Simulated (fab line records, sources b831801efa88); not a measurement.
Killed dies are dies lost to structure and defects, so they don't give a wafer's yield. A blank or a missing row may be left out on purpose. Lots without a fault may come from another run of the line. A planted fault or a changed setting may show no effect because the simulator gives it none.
Which tool did it? | flow gf180mcu | 24 lots, 72 wafers sampled, at 5 steps of a route of 602

WHAT THE GAUGES READ, wafer by wafer
GF_V2_RS_MEAS_24: measures by four-point-probe.
lot  | measured     | on            | V2_W_RS (ohm/sq)
L074 | day 20 09:49 | film_metro-04 | 0.3273 0.3282 0.3267
L075 | day 20 23:06 | film_metro-01 | 0.3265 0.3248 0.3307
L076 | day 21 04:10 | film_metro-03 | 0.3278 0.3347 0.3317
L077 | day 21 17:35 | film_metro-03 | 0.3299 0.3291 0.3261
L078 | day 22 06:23 | film_metro-03 | 0.3295 0.3283 0.3255
L079 | day 22 08:21 | film_metro-04 | 0.3268 0.3242 0.3278
L080 | day 23 04:25 | film_metro-04 | 0.3294 0.3298 0.3275
L081 | day 23 10:13 | film_metro-03 | 0.3272 0.3313 0.3322
L082 | day 23 10:58 | film_metro-01 | 0.3312 0.3373 0.3330
L084 | day 23 23:45 | film_metro-01 | 0.3284 0.3289 0.3305
L083 | day 24 04:13 | film_metro-03 | 0.3350 0.3291 0.3320
L085 | day 24 19:43 | film_metro-03 | 0.3275 0.3279 0.3266
L086 | day 24 22:35 | film_metro-03 | 0.3322 0.3310 0.3300
L087 | day 25 07:55 | film_metro-01 | 0.3270 0.3261 0.3228
L088 | day 25 12:16 | film_metro-04 | 0.3226 0.3242 0.3302
L089 | day 25 17:08 | film_metro-01 | 0.3299 0.3319 0.3300
L090 | day 25 21:02 | film_metro-01 | 0.3253 0.3304 0.3289
L091 | day 26 04:52 | film_metro-03 | 0.3290 0.3294 0.3240
L092 | day 26 16:11 | film_metro-03 | 0.3253 0.3267 0.3274
L093 | day 27 02:09 | film_metro-03 | 0.3291 0.3264 0.3249
L094 | day 27 07:11 | film_metro-04 | 0.3278 0.3324 0.3300
L095 | day 27 13:16 | film_metro-03 | 0.3302 0.3296 0.3288
L096 | day 28 07:52 | film_metro-03 | 0.3287 0.3294 0.3288
L097 | day 28 08:33 | film_metro-01 | 0.3326 0.3266 0.3315

GF_M4_CD_MEAS_14: target cd 280 nm.
lot  | measured     | on        | cd_nm (nm)
L074 | day 23 11:57 | cd_sem-02 | 279.8 278.9 279.2
L075 | day 24 00:16 | cd_sem-01 | 282.5 282.8 283.4
L076 | day 24 04:44 | cd_sem-02 | 281.9 280.9 279.7
L077 | day 24 17:58 | cd_sem-02 | 280.6 280.5 281.9
L078 | day 25 05:26 | cd_sem-01 | 280.0 280.8 280.0
L079 | day 25 07:52 | cd_sem-02 | 279.7 280.6 279.8
L080 | day 26 01:40 | cd_sem-02 | 279.1 279.8 280.3
L081 | day 26 07:19 | cd_sem-01 | 282.5 283.5 282.5
L082 | day 26 09:16 | cd_sem-01 | 280.5 280.7 279.9
L084 | day 26 20:07 | cd_sem-01 | 277.7 278.4 278.7
L083 | day 27 00:13 | cd_sem-01 | 281.5 282.0 281.9
L085 | day 27 14:01 | cd_sem-02 | 279.3 281.8 281.3
L086 | day 27 17:29 | cd_sem-02 | 281.3 280.6 281.9
L087 | day 28 02:55 | cd_sem-02 | 279.7 279.9 279.6
L088 | day 28 05:52 | cd_sem-02 | 282.8 281.8 283.5
L089 | day 28 10:31 | cd_sem-01 | 280.7 280.6 281.6
L090 | day 28 13:46 | cd_sem-01 | 279.5 279.6 280.2
L091 | day 28 21:34 | cd_sem-01 | 281.2 281.5 281.2
L092 | day 29 08:19 | cd_sem-01 | 280.5 281.8 280.6
L093 | day 29 16:25 | cd_sem-02 | 280.5 280.2 280.1
L094 | day 29 22:01 | cd_sem-01 | 280.5 280.2 281.2
L095 | day 30 02:28 | cd_sem-02 | 281.1 280.9 278.5
L096 | day 30 19:25 | cd_sem-01 | 278.7 280.0 279.6
L097 | day 30 21:25 | cd_sem-01 | 279.7 280.7 280.7

GF_M4_OVL_MEAS_15.
lot  | measured     | on         | M4_OVL (nm)
L074 | day 23 12:02 | overlay-02 | 3 1 3
L075 | day 24 00:23 | overlay-01 | 5 10 2
L076 | day 24 04:51 | overlay-02 | 5 3 4
L077 | day 24 18:03 | overlay-02 | 9 13 7
L078 | day 25 05:32 | overlay-01 | 1 -2 -5
L079 | day 25 07:59 | overlay-01 | -2 -1 5
L080 | day 26 01:47 | overlay-02 | 2 -4 -5
L081 | day 26 07:26 | overlay-02 | 6 12 15
L082 | day 26 09:23 | overlay-01 | 9 -1 8
L084 | day 26 20:14 | overlay-01 | 5 1 5
L083 | day 27 00:20 | overlay-01 | -1 0 0
L085 | day 27 14:08 | overlay-01 | 11 5 3
L086 | day 27 17:34 | overlay-01 | 6 8 7
L087 | day 28 03:02 | overlay-01 | 1 -5 3
L088 | day 28 05:59 | overlay-01 | 10 9 8
L089 | day 28 10:38 | overlay-01 | 7 -4 1
L090 | day 28 13:53 | overlay-01 | 4 2 6
L091 | day 28 21:41 | overlay-02 | 9 -1 2
L092 | day 29 08:26 | overlay-01 | 6 5 5
L093 | day 29 16:30 | overlay-01 | -1 -2 -1
L094 | day 29 22:08 | overlay-01 | 10 12 9
L095 | day 30 02:35 | overlay-01 | -5 8 4
L096 | day 30 19:32 | overlay-01 | 9 -5 4
L097 | day 30 21:32 | overlay-01 | 5 7 7

WHICH TOOL RAN EACH LOT (tool, then ch and the chambers of the sampled wafers, then the start)
lot  | GF_V2_CVD_02                    | GF_V3_STRIP_18
L074 | pecvd-03 ch 0,2, day 19 08:17   | plasma_asher-01 ch 0,1, day 22 11:50
L075 | pecvd-04 ch 1,2, day 19 21:29   | plasma_asher-03 ch 0,1, day 23 00:28
L076 | pecvd-01 ch 1,2, day 20 02:20   | plasma_asher-03 ch 1, day 23 04:31
L077 | pecvd-01 ch 0,1,2, day 20 15:35 | plasma_asher-02 ch 0,1, day 23 18:06
L078 | pecvd-01 ch 1,2, day 21 05:40   | plasma_asher-02 ch 0,1, day 24 06:06
L079 | pecvd-03 ch 0,2, day 21 06:42   | plasma_asher-03 ch 0,1, day 24 08:43
L080 | pecvd-04 ch 0,2, day 22 03:37   | plasma_asher-03 ch 0,1, day 25 03:03
L081 | pecvd-03 ch 0,1,2, day 22 09:12 | plasma_asher-01 ch 0,1, day 25 08:25
L082 | pecvd-04 ch 0,1,2, day 22 09:57 | plasma_asher-01 ch 0,1, day 25 10:19
L084 | pecvd-03 ch 0,1,2, day 23 00:13 | plasma_asher-03 ch 0,1, day 25 21:18
L083 | pecvd-01 ch 0,2, day 23 03:57   | plasma_asher-02 ch 0,1, day 26 01:37
L085 | pecvd-04 ch 0,1,2, day 23 19:34 | plasma_asher-02 ch 0,1, day 26 16:13
L086 | pecvd-01 ch 0,1,2, day 23 22:46 | plasma_asher-03 ch 0,1, day 26 19:36
L087 | pecvd-01 ch 0,1,2, day 24 08:07 | plasma_asher-03 ch 0,1, day 27 04:58
L088 | pecvd-04 ch 0,1,2, day 24 11:37 | plasma_asher-01 ch 0,1, day 27 08:40
L089 | pecvd-01 ch 1,2, day 24 17:56   | plasma_asher-02 ch 0,1, day 27 13:15
L090 | pecvd-03 ch 0,2, day 24 22:36   | plasma_asher-03 ch 0, day 27 16:54
L091 | pecvd-04 ch 0,1,2, day 25 06:42 | plasma_asher-01 ch 0,1, day 28 00:54
L092 | pecvd-01 ch 0,1,2, day 25 17:26 | plasma_asher-02 ch 0,1, day 28 11:09
L093 | pecvd-01 ch 0,2, day 26 03:17   | plasma_asher-01 ch 0,1, day 28 20:20
L094 | pecvd-04 ch 0,1,2, day 26 08:36 | plasma_asher-01 ch 0,1, day 29 01:22
L095 | pecvd-04 ch 0,1,2, day 26 15:24 | plasma_asher-02 ch 0, day 29 06:13
L096 | pecvd-04 ch 1,2, day 27 09:51   | plasma_asher-01 ch 0,1, day 30 00:43
L097 | pecvd-03 ch 1,2, day 27 11:22   | plasma_asher-01 ch 0,1, day 30 01:25
- GF_V2_CVD_02: deposits SiO2 from TEOS, target thk 850 nm, time 94.851 s.
- GF_V3_STRIP_18: strips in O2/N2.

WHAT THE TOOLS THEMSELVES READ (means of the sampled wafers that have a number; where no wafer has one, the mark that the record gives instead)
GF_V2_CVD_02.
lot  | tool     | heater_power_w (W)
L074 | pecvd-03 | 675
L075 | pecvd-04 | 643
L076 | pecvd-01 | 705
L077 | pecvd-01 | 640
L078 | pecvd-01 | 638
L079 | pecvd-03 | 723
L080 | pecvd-04 | 678
L081 | pecvd-03 | 710
L082 | pecvd-04 | 702
L084 | pecvd-03 | 710
L083 | pecvd-01 | 633
L085 | pecvd-04 | 679
L086 | pecvd-01 | 615
L087 | pecvd-01 | 643
L088 | pecvd-04 | 619
L089 | pecvd-01 | 598
L090 | pecvd-03 | 650
L091 | pecvd-04 | 698
L092 | pecvd-01 | 586
L093 | pecvd-01 | 673
L094 | pecvd-04 | 641
L095 | pecvd-04 | 671
L096 | pecvd-04 | 741
L097 | pecvd-03 | 658

GF_V3_STRIP_18.
lot  | tool            | chamber_pressure_mTorr (mTorr) | drypump_motor_current_A (A) | heater_power_w (W) | oes_product_au (a.u.)
L074 | plasma_asher-01 | 1499.6                         | 5.6                         | 329                | 0.596
L075 | plasma_asher-03 | 1500.0                         | 5.1                         | 331                | 0.592
L076 | plasma_asher-03 | 1499.9                         | 5.8                         | 333                | 0.596
L077 | plasma_asher-02 | 1498.7                         | 5.8                         | 328                | 0.592
L078 | plasma_asher-02 | 1499.1                         | 5.8                         | 327                | 0.593
L079 | plasma_asher-03 | 1499.7                         | 5.5                         | 328                | 0.590
L080 | plasma_asher-03 | 1501.4                         | 5.1                         | 329                | 0.593
L081 | plasma_asher-01 | 1498.5                         | 5.5                         | 305                | 0.595
L082 | plasma_asher-01 | 1499.6                         | 5.5                         | 310                | 0.591
L084 | plasma_asher-03 | 1501.2                         | 5.5                         | 329                | 0.592
L083 | plasma_asher-02 | 1499.3                         | 5.3                         | 301                | 0.593
L085 | plasma_asher-02 | 1501.0                         | 5.8                         | 330                | 0.595
L086 | plasma_asher-03 | 1500.4                         | 5.1                         | 332                | 0.591
L087 | plasma_asher-03 | 1499.3                         | 5.1                         | 332                | 0.593
L088 | plasma_asher-01 | 1499.2                         | 5.5                         | 314                | 0.592
L089 | plasma_asher-02 | 1500.1                         | 5.8                         | 330                | 0.596
L090 | plasma_asher-03 | 1499.5                         | 4.8                         | 334                | 0.588
L091 | plasma_asher-01 | 1500.1                         | 5.6                         | 331                | 0.592
L092 | plasma_asher-02 | 1500.3                         | 5.3                         | 300                | 0.590
L093 | plasma_asher-01 | 1499.9                         | 5.5                         | 312                | 0.590
L094 | plasma_asher-01 | 1500.3                         | 5.5                         | 315                | 0.587
L095 | plasma_asher-02 | 1499.0                         | 6.4                         | 354                | 0.591
L096 | plasma_asher-01 | 1499.5                         | 5.6                         | 336                | 0.598
L097 | plasma_asher-01 | 1499.0                         | 5.6                         | 331                | 0.597

THE ANSWER, worked out from the rows above alone
Rule: what is usual is taken from the lots themselves. Put in order of their means at a reading, lots are off if they are a third of the lots or fewer, leave a main group of 4 or more, and stand apart from it by a gap of 3 or more times the standard deviation of the main group's means; of several such gaps the widest counts. A main group whose means are all the same, to the digits that the tables above print for the reading, isn't used. A lot without any number at a reading at which 4 lots or more have one is off too. The other lots that the step has rows for count as sound. The gauges are gone through in route order, then the tools' own readings, and for those a lot's mean is taken as printed above. The first step at which some lot is off is used, and at that step the reading that is off furthest; a lot without a number counts as furthest.
No lot is off at any reading shown: from this, nothing can be told.

WHAT THE SIMULATOR HAD PUT IN
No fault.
